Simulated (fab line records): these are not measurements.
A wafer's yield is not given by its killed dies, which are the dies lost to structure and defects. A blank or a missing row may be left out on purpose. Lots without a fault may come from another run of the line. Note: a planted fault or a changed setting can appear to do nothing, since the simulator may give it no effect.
fab line records	flow sky130
record lots=6	wafers=18	last_day=50
route steps=708 shown PWDE@46 NWELL@56 PAD_OPEN@708
lots that met no fault: taken from a fault-free run of the same line
start_h: start of the lot's first displayed wafer, in hours after the record's first day	wait_h: hours from the lot's prior step to this one	" repeats the value in the row above	L1.1+2: several wafers, shown together as one row	- no value, or no start was given	* or withheld: withheld	< > ~ a bound
route shown NAME@n: a module of which the file shows steps, and the number in the route of the first	usual: mean/standard deviation taken from wafers without a fault	same: alike in all rows	chamber/n: place in a boat	sites: each site's reading	_std_site: the values' standard deviation	_edge_site: inner sites' mean taken away from outer sites' mean	radius_mm: for every site, how far away it sits from the centre of the wafer	mask NAME#n: copy n	behind: the tool/chamber that last shaped the wafer	hold: why the lot went on hold/how many hours it stayed there/how the hold came to an end	device: names the non-switching transistor (n, p or np)	end of line: the same wafers' tests at the end of the route	step lacking rows: just its recipe	killed: dies that structure and defects cost at the first sort, which is not the same as the wafer's yield	map: the dies of a wafer, with x for killed, . for not killed, _ for no die there
set.NAME: the setting that was run; set.NAME@STEP: the one run at that earlier step	model.NAME: the simulator's own value behind a step, which no gauge read
lots at some steps of the route; a table a step, a row a wafer
services: from which hour (start_h, from the record's first day; less than 0 if before it) a tool's chamber was out of use, for how many hours, and why
## steps
# step SKY_PWDE_HMDS_01
# recipe prime_time_s=60	prime_temp_c=120
# step SKY_PWDE_COAT_02
# recipe spin_rpm=2000	resist_thk_nm=3000
# step SKY_PWDE_SOFTBAKE_03
# recipe temp_c=110	time_s=withheld
# step SKY_PWDE_EXPOSE_04
# recipe mask_id=PWDEM	na=0.6	source_shape=conventional	sigma_outer=0.6	polarization=unpolarized	target_cd_nm=840	dose_mj=214
# step SKY_PWDE_PEB_05
# recipe temp_c=115	time_s=withheld
# step SKY_PWDE_DEVELOP_06
# recipe wall_angle_deg=90	developer=TMAH	develop_time_s=60	dev_temp_c=23
# step SKY_PWDE_OVL_MEAS_07
# usual PWDE_OVL=-0.3/1.3
lot.wafer	tool	chamber	start_h	wait_h	PWDE_OVL[nm]
L530.2	overlay-01	-	100.45	-	-1.8
L530.4	"	-	"	"	-1.0
L530.5	"	-	"	"	-2.8
L533.1	overlay-01	-	115.25	-	0.6
L533.2	"	-	"	"	-0.7
L533.3	"	-	"	"	0.6
L536.3	overlay-02	-	131.60	-	0.0
L536.4	"	-	"	"	-0.5
L536.6	"	-	"	"	0.2
L537.2	overlay-01	-	131.95	-	-0.9
L537.3	"	-	"	"	-1.7
L537.5	"	-	"	"	-0.6
L547.2	overlay-02	-	181.77	-	-1.1
L547.3	"	-	"	"	-1.1
L547.4	"	-	"	"	0.3
L550.1	overlay-01	-	198.11	-	0.1
L550.3	"	-	"	"	-0.7
L550.4	"	-	"	"	0.2
# step SKY_PWDE_IMPLANT_08
# recipe species=B	energy_kev=150	dose_cm2=3.6e+12	tilt_deg=withheld
# step SKY_PWDE_STRIP_09
# recipe chemistry=O2/N2	power_w=1400	pressure_mtorr=1500	platen_temp_c=withheld	o2_flow_sccm=3000	n2_flow_sccm=300	overash_fraction=0.5
# usual drypump_motor_current_A=5.78/0.15	oes_product_au=0.722/0.0042	strip_time_to_endpoint_s=36.92/0.097
lot.wafer	tool	chamber	start_h	wait_h	drypump_motor_current_A	oes_product_au	rf_hours_counter_h	strip_time_to_endpoint_s
L530.2	plasma_asher-04	0	100.63	0.1	5.70	0.725	42	36.96
L530.4	"	0	"	"	5.70	0.723	-	37.02
L530.5	"	0	"	"	5.69	0.722	-	37.06
L533.1	plasma_asher-04	0	115.43	0.1	5.66	0.714	44	36.88
L533.2	"	1	"	"	5.78	0.719	44	36.83
L533.3	"	1	"	"	5.81	0.724	-	36.79
L536.3	plasma_asher-01	1	131.81	0.1	5.78	0.722	-	36.83
L536.4	"	0	"	"	5.84	0.719	-	36.98
L536.6	"	1	"	"	5.75	0.728	-	36.91
L537.2	plasma_asher-04	1	132.13	0.1	5.80	0.721	45	36.89
L537.3	"	0	"	"	5.67	0.719	-	37.05
L537.5	"	0	"	"	5.71	0.727	-	36.86
L547.2	plasma_asher-03	1	181.95	0.1	5.55	0.719	6	36.98
L547.3	"	1	"	"	5.54	0.722	-	36.85
L547.4	"	0	"	"	6.05	0.715	-	36.86
L550.1	plasma_asher-04	1	198.30	0.1	5.82	0.720	52	37.06
L550.3	"	1	"	"	5.84	0.724	-	36.98
L550.4	"	0	"	"	5.71	0.718	-	37.08
# step SKY_PWDE_TW_MEAS_10
# usual PWDE_TW=374/4.2
lot.wafer	tool	chamber	start_h	wait_h	PWDE_TW
L530.2	film_metro-04	-	100.74	0.1	381
L530.4	"	-	"	"	380
L530.5	"	-	"	"	381
L533.1	film_metro-01	-	115.53	0.1	371
L533.2	"	-	"	"	371
L533.3	"	-	"	"	371
L536.3	film_metro-02	-	131.90	0.1	372
L536.4	"	-	"	"	372
L536.6	"	-	"	"	373
L537.2	film_metro-04	-	132.23	0.1	377
L537.3	"	-	"	"	379
L537.5	"	-	"	"	376
L547.2	film_metro-04	-	182.06	0.1	375
L547.3	"	-	"	"	378
L547.4	"	-	"	"	376
L550.1	film_metro-01	-	198.40	0.1	371
L550.3	"	-	"	"	371
L550.4	"	-	"	"	369
# step SKY_NWELL_DEHYDRATE_03
# recipe temp_c=200	time_s=60
# step SKY_NWELL_HMDS_04
# recipe prime_time_s=60	prime_temp_c=120
# step SKY_NWELL_COAT_05
# recipe spin_rpm=2000	resist_thk_nm=3000
# usual chill_plate_temp_C=22.97/0.11	dispense_pressure_kPa=48/3.5	exhaust_pa=45.0/0.88	resist_line_temp_C=23.00/0.12
lot.wafer	tool	chamber	start_h	wait_h	chill_plate_temp_C	dispense_pressure_kPa	exhaust_pa	resist_line_temp_C
L530.2	litho_track-03	0	109.41	0.1	23.03	51	44.1	23.09
L530.4	"	0	"	"	22.89	51	44.7	23.09
L530.5	"	0	"	"	23.08	51	44.9	23.22
L533.1	litho_track-02	0	124.25	0.1	23.04	50	44.5	23.06
L533.2	"	0	"	"	23.10	50	45.7	22.93
L533.3	"	0	"	"	23.01	50	45.3	22.95
L536.3	litho_track-02	-	140.75	0.1	-	-	-	-
L536.4	"	-	"	"	-	-	-	-
L536.6	"	-	"	"	-	-	-	-
L537.2	litho_track-03	-	141.36	0.1	-	-	-	-
L537.3	"	-	"	"	-	-	-	-
L537.5	"	-	"	"	-	-	-	-
L547.2	litho_track-02	0	192.92	0.1	22.97	50	44.3	22.91
L547.3	"	0	"	"	22.92	50	45.7	23.00
L547.4	"	0	"	"	23.03	50	45.4	22.94
L550.1	litho_track-01	0	208.96	0.1	23.09	43	44.9	22.97
L550.3	"	0	"	"	22.96	43	45.3	22.84
L550.4	"	0	"	"	22.94	43	45.3	22.79
# step SKY_NWELL_SOFTBAKE_06
# recipe temp_c=110	time_s=withheld
# step SKY_NWELL_EXPOSE_07
# recipe mask_id=NWM	na=0.6	source_shape=conventional	sigma_outer=0.6	polarization=unpolarized	target_cd_nm=840	dose_mj=255
# step SKY_NWELL_PEB_08
# recipe temp_c=115	time_s=withheld
# step SKY_NWELL_DEVELOP_09
# recipe wall_angle_deg=90	developer=TMAH	develop_time_s=60	dev_temp_c=23
# step SKY_NWELL_OVL_MEAS_10
# usual NWELL_00_OVL=-0.1/1.2
lot.wafer	tool	chamber	start_h	wait_h	NWELL_00_OVL[nm]
L530.2	overlay-01	-	118.52	-	2.0
L530.4	"	-	"	"	-1.9
L530.5	"	-	"	"	0.7
L533.1	overlay-02	-	133.25	-	1.3
L533.2	"	-	"	"	-1.2
L533.3	"	-	"	"	0.7
L536.3	overlay-01	-	150.52	-	-
L536.4	"	-	"	"	-
L536.6	"	-	"	"	-
L537.2	overlay-02	-	150.87	-	-
L537.3	"	-	"	"	-
L537.5	"	-	"	"	-
L547.2	overlay-01	-	203.42	-	-0.5
L547.3	"	-	"	"	-1.4
L547.4	"	-	"	"	-0.3
L550.1	overlay-02	-	220.93	-	-2.2
L550.3	"	-	"	"	1.1
L550.4	"	-	"	"	-0.4
# step SKY_NWELL_IMPLANT_11
# recipe species=P	energy_kev=393.8	dose_cm2=1.9e+13	tilt_deg=withheld
# step SKY_NWELL_IMPLANT_12
# recipe species=P	energy_kev=120	dose_cm2=1.3e+12	tilt_deg=withheld
# step SKY_NWELL_IMPLANT_13
# recipe species=P	energy_kev=50	dose_cm2=7e+11	tilt_deg=withheld
# step SKY_NWELL_STRIP_14
# recipe chemistry=O2/N2	power_w=1400	pressure_mtorr=1500	platen_temp_c=withheld	o2_flow_sccm=3000	n2_flow_sccm=300	overash_fraction=0.5
# usual drypump_motor_current_A=5.76/0.18	oes_product_au=0.723/0.0047	strip_time_to_endpoint_s=36.87/0.11
lot.wafer	tool	chamber	start_h	wait_h	drypump_motor_current_A	oes_product_au	rf_hours_counter_h	strip_time_to_endpoint_s
L530.2	plasma_asher-03	0	119.00	0.1	6.03	0.729	0	36.83
L530.4	"	0	"	"	6.04	0.723	-	36.67
L530.5	"	1	"	"	5.55	0.723	-	36.86
L533.1	plasma_asher-04	0	133.73	0.1	5.70	0.731	45	36.72
L533.2	"	1	"	"	5.82	0.723	45	36.82
L533.3	"	1	"	"	5.80	0.729	-	36.73
L536.3	plasma_asher-02	1	151.03	0.1	5.90	-	-	-
L536.4	"	0	"	"	5.57	-	-	-
L536.6	"	0	"	"	5.54	-	-	-
L537.2	plasma_asher-04	0	151.35	0.1	5.72	-	47	-
L537.3	"	0	"	"	5.69	-	-	-
L537.5	"	0	"	"	5.71	-	-	-
L547.2	plasma_asher-03	1	203.90	0.1	5.57	0.724	8	36.89
L547.3	"	1	"	"	5.57	0.724	-	36.98
L547.4	"	0	"	"	6.07	0.731	-	36.89
L550.1	plasma_asher-02	1	221.42	0.1	5.88	0.735	42	36.90
L550.3	"	1	"	"	5.91	0.720	-	36.83
L550.4	"	0	"	"	5.54	0.727	-	36.84
# step SKY_NWELL_TW_MEAS_15
# usual NWELL_TW=1812/19
lot.wafer	tool	chamber	start_h	wait_h	NWELL_TW
L530.2	film_metro-01	-	119.11	0.1	1796
L530.4	"	-	"	"	1802
L530.5	"	-	"	"	1808
L533.1	film_metro-02	-	133.83	0.1	1806
L533.2	"	-	"	"	1810
L533.3	"	-	"	"	1803
L536.3	film_metro-01	-	151.12	0.1	1798
L536.4	"	-	"	"	1804
L536.6	"	-	"	"	1816
L537.2	film_metro-04	-	151.46	0.1	1849
L537.3	"	-	"	"	1849
L537.5	"	-	"	"	1847
L547.2	film_metro-04	-	204.01	0.1	1831
L547.3	"	-	"	"	1848
L547.4	"	-	"	"	1843
L550.1	film_metro-01	-	221.52	0.1	1786
L550.3	"	-	"	"	1800
L550.4	"	-	"	"	1798
# step SKY_NWELL_DEHYDRATE_16
# recipe temp_c=200	time_s=60
# step SKY_NWELL_HMDS_17
# recipe prime_time_s=60	prime_temp_c=120
# step SKY_NWELL_COAT_18
# recipe spin_rpm=2000	resist_thk_nm=3000
# step SKY_NWELL_SOFTBAKE_19
# recipe temp_c=110	time_s=withheld
# step SKY_NWELL_EXPOSE_20
# recipe mask_id=NWM_COMPLEMENT	na=0.6	source_shape=conventional	sigma_outer=0.6	polarization=unpolarized	target_cd_nm=840	dose_mj=260
# step SKY_NWELL_PEB_21
# recipe temp_c=115	time_s=withheld
# step SKY_NWELL_DEVELOP_22
# recipe wall_angle_deg=90	developer=TMAH	develop_time_s=60	dev_temp_c=23
# step SKY_NWELL_OVL_MEAS_23
# usual NWELL_01_OVL=0.3/1.4
lot.wafer	tool	chamber	start_h	wait_h	NWELL_01_OVL[nm]
L530.2	overlay-02	-	136.95	-	1.4
L530.4	"	-	"	"	0.3
L530.5	"	-	"	"	1.2
L533.1	overlay-01	-	153.51	-	0.1
L533.2	"	-	"	"	-0.8
L533.3	"	-	"	"	0.8
L536.3	overlay-01	-	171.26	-	-0.9
L536.4	"	-	"	"	1.0
L536.6	"	-	"	"	1.3
L537.2	overlay-02	-	171.44	-	0.5
L537.3	"	-	"	"	0.7
L537.5	"	-	"	"	0.2
L547.2	overlay-02	-	226.15	-	0.5
L547.3	"	-	"	"	0.0
L547.4	"	-	"	"	1.0
L550.1	overlay-01	-	244.68	-	3.0
L550.3	"	-	"	"	2.3
L550.4	"	-	"	"	5.1
# step SKY_NWELL_IMPLANT_24
# recipe species=B	energy_kev=140	dose_cm2=9.2e+12	tilt_deg=withheld
# step SKY_NWELL_STRIP_25
# recipe chemistry=O2/N2	power_w=1400	pressure_mtorr=1500	platen_temp_c=withheld	o2_flow_sccm=3000	n2_flow_sccm=300	overash_fraction=0.5
# usual drypump_motor_current_A=5.75/0.18	oes_product_au=0.722/0.0047	strip_time_to_endpoint_s=36.93/0.094
lot.wafer	tool	chamber	start_h	wait_h	drypump_motor_current_A	oes_product_au	rf_hours_counter_h	strip_time_to_endpoint_s
L530.2	plasma_asher-03	0	137.13	0.1	6.05	0.709	2	36.91
L530.4	"	0	"	"	6.05	0.716	-	36.95
L530.5	"	0	"	"	6.06	0.732	-	36.96
L533.1	plasma_asher-04	0	153.70	0.1	5.66	0.726	47	36.97
L533.2	"	1	"	"	5.78	0.721	47	36.87
L533.3	"	1	"	"	5.80	0.728	-	36.81
L536.3	plasma_asher-03	1	171.47	0.1	5.57	0.720	-	36.77
L536.4	"	0	"	"	6.05	0.723	-	36.80
L536.6	"	0	"	"	6.04	0.720	-	36.83
L537.2	plasma_asher-02	0	171.62	0.1	5.55	0.718	37	36.87
L537.3	"	0	"	"	5.53	0.720	-	36.84
L537.5	"	0	"	"	5.53	0.723	-	36.93
L547.2	plasma_asher-02	1	226.33	0.1	5.91	0.716	43	37.05
L547.3	"	0	"	"	5.54	0.716	-	37.05
L547.4	"	1	"	"	5.90	0.725	-	36.91
L550.1	plasma_asher-02	0	244.87	0.1	5.54	0.724	44	36.97
L550.3	"	0	"	"	5.52	0.723	-	36.98
L550.4	"	1	"	"	5.83	0.719	-	37.05
# step SKY_NWELL_TW_MEAS_26
# usual NWELL_2_TW=496/5.8
lot.wafer	tool	chamber	start_h	wait_h	NWELL_2_TW
L530.2	film_metro-01	-	137.24	0.1	494
L530.4	"	-	"	"	492
L530.5	"	-	"	"	493
L533.1	film_metro-04	-	153.80	0.1	502
L533.2	"	-	"	"	502
L533.3	"	-	"	"	501
L536.3	film_metro-04	-	171.55	0.1	1844
L536.4	"	-	"	"	1851
L536.6	"	-	"	"	1850
L537.2	film_metro-02	-	171.73	0.1	1809
L537.3	"	-	"	"	1797
L537.5	"	-	"	"	1806
L547.2	film_metro-04	-	226.44	0.1	506
L547.3	"	-	"	"	504
L547.4	"	-	"	"	501
L550.1	film_metro-01	-	244.97	0.1	493
L550.3	"	-	"	"	492
L550.4	"	-	"	"	492
# step SKY_NWELL_CLEAN_27
# recipe chemistry=SC1/SC2	mix=1:4:20	temp_c=70	time_s=150	dry=n2_spin
# step SKY_PAD_OPEN_PROBE_99
# usual killed_at_M0_to_M3=43/6.9	killed_at_M4_up=3.0/1.8	killed_at_contacts=24/4.8	killed_at_front_end=15/4.5	killed_at_other=0.4/0.67	killed_dies=86/9.2	killed_on_rim=17/3.5	killed_open=46/6.9	killed_short=39/6
# same gross_dies=492	killed_at_back_side=0
lot.wafer	tool	chamber	start_h	wait_h	killed_at_M0_to_M3	killed_at_M4_up	killed_at_contacts	killed_at_front_end	killed_at_other	killed_dies	killed_on_rim	killed_open	killed_short
L530.2	prober-01	-	1109.77	0.1	39	4	23	12	0	78	16	34	43
L530.4	prober-01	-	1109.87	0.2	33	3	14	21	1	72	11	36	33
L530.5	prober-01	-	1109.92	0.2	40	8	22	15	1	86	14	45	41
L533.1	prober-01	-	1128.34	0.1	31	1	26	19	1	78	13	39	39
L533.2	prober-01	-	1128.39	0.1	50	2	25	21	0	98	21	55	43
L533.3	prober-01	-	1128.44	0.2	45	2	21	11	0	79	15	46	33
L537.2	prober-01	-	1144.62	0.1	45	0	28	419	0	492	96	50	40
L537.3	prober-01	-	1144.67	0.2	48	4	20	420	0	492	96	47	38
L537.5	prober-01	-	1144.77	0.2	38	6	19	429	0	492	96	34	38
L536.3	prober-02	-	1145.99	0.2	31	8	21	432	0	492	96	41	40
L536.4	prober-02	-	1146.04	0.2	37	7	29	419	0	492	96	40	44
L536.6	prober-02	-	1146.14	0.2	38	6	21	427	0	492	96	49	41
L547.2	prober-01	-	1189.96	0.1	43	2	31	15	0	91	15	57	34
L547.3	prober-01	-	1190.01	0.2	40	2	24	15	0	81	14	46	35
L547.4	prober-01	-	1190.06	0.2	50	3	20	10	1	84	18	51	33
L550.1	prober-02	-	1199.84	0.1	50	2	23	8	0	83	21	44	39
L550.3	prober-02	-	1199.94	0.2	50	5	21	10	1	87	15	42	45
L550.4	prober-02	-	1199.99	0.2	42	2	20	20	1	85	15	46	39
# killed by level:class
L530.2 METAL2:geometric_particle:short=7 CONTACT:geometric_particle:short=6 LI_CONTACT:geometric_particle:open=5 VIA2:geometric_particle:open=5 LOCAL_INTERCONNECT:geometric_particle:short=5 CONTACT:geometric_particle:open=5 METAL1:geometric_particle:short=5 VIA1:geometric_particle:open=5
L530.4 VIA1:geometric_particle:open=9 VIA3:geometric_particle:open=7 FIELD_ISO:geometric_particle:short=5 POLY_GATE:geometric_particle:short=5 CONTACT:geometric_particle:open=5 VIA1:geometric_particle:short=4 LI_CONTACT:geometric_particle:open=4 FIELD_ISO:geometric_particle:open=3
L530.5 VIA1:geometric_particle:open=10 CONTACT:geometric_particle:open=9 METAL2:geometric_particle:short=6 METAL4:geometric_particle:short=5 CONTACT:geometric_particle:short=4 LI_CONTACT:geometric_particle:open=4 METAL1:geometric_particle:short=4 VIA1:geometric_particle:short=4
L533.1 VIA1:geometric_particle:open=10 CONTACT:geometric_particle:open=9 POLY_GATE:geometric_particle:open=6 LOCAL_INTERCONNECT:geometric_particle:short=5 VIA1:geometric_particle:short=5 METAL2:geometric_particle:short=5 FIELD_ISO:geometric_particle:open=4 FIELD_ISO:geometric_particle:short=4
L533.2 VIA1:geometric_particle:open=14 LI_CONTACT:geometric_particle:open=8 CONTACT:geometric_particle:open=8 FIELD_ISO:geometric_particle:open=6 METAL2:geometric_particle:short=6 METAL1:geometric_particle:short=6 VIA2:geometric_particle:open=6 VIA1:geometric_particle:short=5
L533.3 VIA1:geometric_particle:open=11 VIA2:geometric_particle:open=9 CONTACT:geometric_particle:short=7 CONTACT:geometric_particle:open=7 METAL2:geometric_particle:short=6 LI_CONTACT:geometric_particle:open=6 FIELD_ISO:geometric_particle:short=4 FIELD_ISO:geometric_particle:open=3
L537.2 NWELL:area_expose=402 CONTACT:geometric_particle:open=10 VIA3:geometric_particle:open=10 METAL2:geometric_particle:short=8 CONTACT:geometric_particle:short=7 METAL1:geometric_particle:short=7 POLY_GATE:geometric_particle:short=6 LI_CONTACT:geometric_particle:open=6
L537.3 NWELL:area_expose=407 VIA1:geometric_particle:open=9 VIA3:geometric_particle:open=8 LOCAL_INTERCONNECT:geometric_particle:short=6 CONTACT:geometric_particle:open=6 VIA2:geometric_particle:short=6 VIA2:geometric_particle:open=6 LI_CONTACT:geometric_particle:open=5
L537.5 NWELL:area_expose=420 LI_CONTACT:geometric_particle:open=8 VIA1:geometric_particle:open=8 METAL2:geometric_particle:short=7 VIA3:geometric_particle:open=6 VIA2:geometric_particle:open=4 METAL1:geometric_particle:short=4 VIA1:geometric_particle:short=4
L536.3 NWELL:area_expose=411 LI_CONTACT:geometric_particle:open=8 CONTACT:geometric_particle:open=7 METAL1:geometric_particle:short=7 METAL4:geometric_particle:short=7 VIA1:geometric_particle:open=5 FIELD_ISO:geometric_particle:short=4 POLY_GATE:geometric_particle:short=4
L536.4 NWELL:area_expose=408 CONTACT:geometric_particle:open=13 VIA1:geometric_particle:open=8 VIA1:geometric_particle:short=8 CONTACT:geometric_particle:short=7 METAL2:geometric_particle:short=6 LI_CONTACT:geometric_particle:open=5 METAL4:geometric_particle:short=5
L536.6 NWELL:area_expose=402 VIA1:geometric_particle:open=13 FIELD_ISO:geometric_particle:open=9 POLY_GATE:geometric_particle:short=7 VIA1:geometric_particle:short=6 LI_CONTACT:geometric_particle:open=5 VIA3:geometric_particle:open=5 LOCAL_INTERCONNECT:geometric_particle:short=4
L547.2 VIA1:geometric_particle:open=16 LI_CONTACT:geometric_particle:open=13 CONTACT:geometric_particle:open=8 FIELD_ISO:geometric_particle:open=6 VIA1:geometric_particle:short=6 METAL1:geometric_particle:short=5 CONTACT:geometric_particle:short=5 VIA2:geometric_particle:open=4
L547.3 VIA1:geometric_particle:open=14 CONTACT:geometric_particle:open=12 FIELD_ISO:geometric_particle:open=6 METAL1:geometric_particle:short=5 METAL2:geometric_particle:short=5 METAL3:geometric_particle:short=5 POLY_GATE:geometric_particle:short=4 LOCAL_INTERCONNECT:geometric_particle:short=4
L547.4 VIA1:geometric_particle:open=16 VIA3:geometric_particle:open=8 CONTACT:geometric_particle:open=8 LI_CONTACT:geometric_particle:open=6 METAL1:geometric_particle:short=5 VIA2:geometric_particle:open=5 FIELD_ISO:geometric_particle:open=4 FIELD_ISO:geometric_particle:short=4
L550.1 VIA3:geometric_particle:open=12 VIA1:geometric_particle:open=9 METAL1:geometric_particle:short=7 VIA1:geometric_particle:short=6 CONTACT:geometric_particle:short=6 CONTACT:geometric_particle:open=6 LI_CONTACT:geometric_particle:open=5 METAL2:geometric_particle:short=3
L550.3 VIA1:geometric_particle:open=13 METAL1:geometric_particle:short=9 LOCAL_INTERCONNECT:geometric_particle:short=7 VIA3:geometric_particle:open=6 FIELD_ISO:geometric_particle:short=5 VIA2:geometric_particle:open=5 VIA1:geometric_particle:short=5 LI_CONTACT:geometric_particle:open=4
L550.4 VIA1:geometric_particle:open=13 LOCAL_INTERCONNECT:geometric_particle:short=7 VIA1:geometric_particle:short=7 POLY_GATE:geometric_particle:open=6 FIELD_ISO:geometric_particle:short=5 LOCAL_INTERCONNECT:geometric_particle:open=5 LI_CONTACT:geometric_particle:open=4 VIA3:geometric_particle:open=4
# map L536.3 (x killed, . not)
__________xxxxxxxxxx_________
________xxxxxxxxxxxxxx_______
______xxxxxxxxxxxxxxxxxx_____
_____xxxxxxxxxxxxxxxxxxxx____
____xxxxxxxxxxxxxxxxxxxxxx___
___xxxxxxxxxxxxxxxxxxxxxxxx__
__xxxxxxxxxxxxxxxxxxxxxxxxxx_
_xxxxxxxxxxxxxxxxxxxxxxxxxxxx
_xxxxxxxxxxxxxxxxxxxxxxxxxxxx
_xxxxxxxxxxxxxxxxxxxxxxxxxxxx
_xxxxxxxxxxxxxxxxxxxxxxxxxxxx
_xxxxxxxxxxxxxxxxxxxxxxxxxxxx
_xxxxxxxxxxxxxxxxxxxxxxxxxxxx
_xxxxxxxxxxxxxxxxxxxxxxxxxxxx
_xxxxxxxxxxxxxxxxxxxxxxxxxxxx
__xxxxxxxxxxxxxxxxxxxxxxxxxx_
___xxxxxxxxxxxxxxxxxxxxxxxx__
____xxxxxxxxxxxxxxxxxxxxxx___
_____xxxxxxxxxxxxxxxxxxxx____
______xxxxxxxxxxxxxxxxxx_____
________xxxxxxxxxxxxxx_______
__________xxxxxxxxxx_________
# map L537.2 (x killed, . not)
__________xxxxxxxxxx_________
________xxxxxxxxxxxxxx_______
______xxxxxxxxxxxxxxxxxx_____
_____xxxxxxxxxxxxxxxxxxxx____
____xxxxxxxxxxxxxxxxxxxxxx___
___xxxxxxxxxxxxxxxxxxxxxxxx__
__xxxxxxxxxxxxxxxxxxxxxxxxxx_
_xxxxxxxxxxxxxxxxxxxxxxxxxxxx
_xxxxxxxxxxxxxxxxxxxxxxxxxxxx
_xxxxxxxxxxxxxxxxxxxxxxxxxxxx
_xxxxxxxxxxxxxxxxxxxxxxxxxxxx
_xxxxxxxxxxxxxxxxxxxxxxxxxxxx
_xxxxxxxxxxxxxxxxxxxxxxxxxxxx
_xxxxxxxxxxxxxxxxxxxxxxxxxxxx
_xxxxxxxxxxxxxxxxxxxxxxxxxxxx
__xxxxxxxxxxxxxxxxxxxxxxxxxx_
___xxxxxxxxxxxxxxxxxxxxxxxx__
____xxxxxxxxxxxxxxxxxxxxxx___
_____xxxxxxxxxxxxxxxxxxxx____
______xxxxxxxxxxxxxxxxxx_____
________xxxxxxxxxxxxxx_______
__________xxxxxxxxxx_________
## services
tool	chamber	start_h	hours	kind
plasma_asher-03	-	108.75	9.0	pm
plasma_asher-03	0	108.75	9.0	vent_cycle
plasma_asher-03	1	108.75	9.0	vent_cycle
plasma_asher-03	0	117.75	-	clean
plasma_asher-03	1	117.75	-	clean
plasma_asher-02	-	173.29	0.4	repair
plasma_asher-03	-	190.92	2.8	repair
plasma_asher-03	-	208.15	1.9	repair
litho_track-01	-	221.08	-	consumable_replace:filter
## key
first_sign step=SKY_NWELL_COAT_05	reading=tool_record	direction=missing
effect step=SKY_NWELL_OVL_MEAS_10	reading=NWELL_00_OVL	direction=missing
effect step=SKY_NWELL_TW_MEAS_26	reading=NWELL_2_TW	direction=up	sigmas=99+	usual=496	struck=1826
effect step=SKY_PAD_OPEN_PROBE_99	reading=killed_at_front_end	direction=up	sigmas=92	usual=15	struck=424
more_kills_born_at SKY_NWELL_EXPOSE_07@iline_stepper-01=2450
met_at SKY_NWELL_COAT_05
struck_wafers L536.3,L536.4,L536.6,L537.2,L537.3,L537.5
tester_left_out L536,L537
onset_between 124.25 140.75
fault kind=skipped_step_whole	tool=litho_track-02,litho_track-03	chamber=-	onset_h=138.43	steps=SKY_NWELL_COAT_05	scope=struck_lots_only
# tester_left_out: of these lots the tester's yield and bins aren't shown, on N5 and GAA mostly nor the transistor test; their killed dies are dies lost to structure and defects alone, not to doping, threshold or leakage, so they don't give the yield
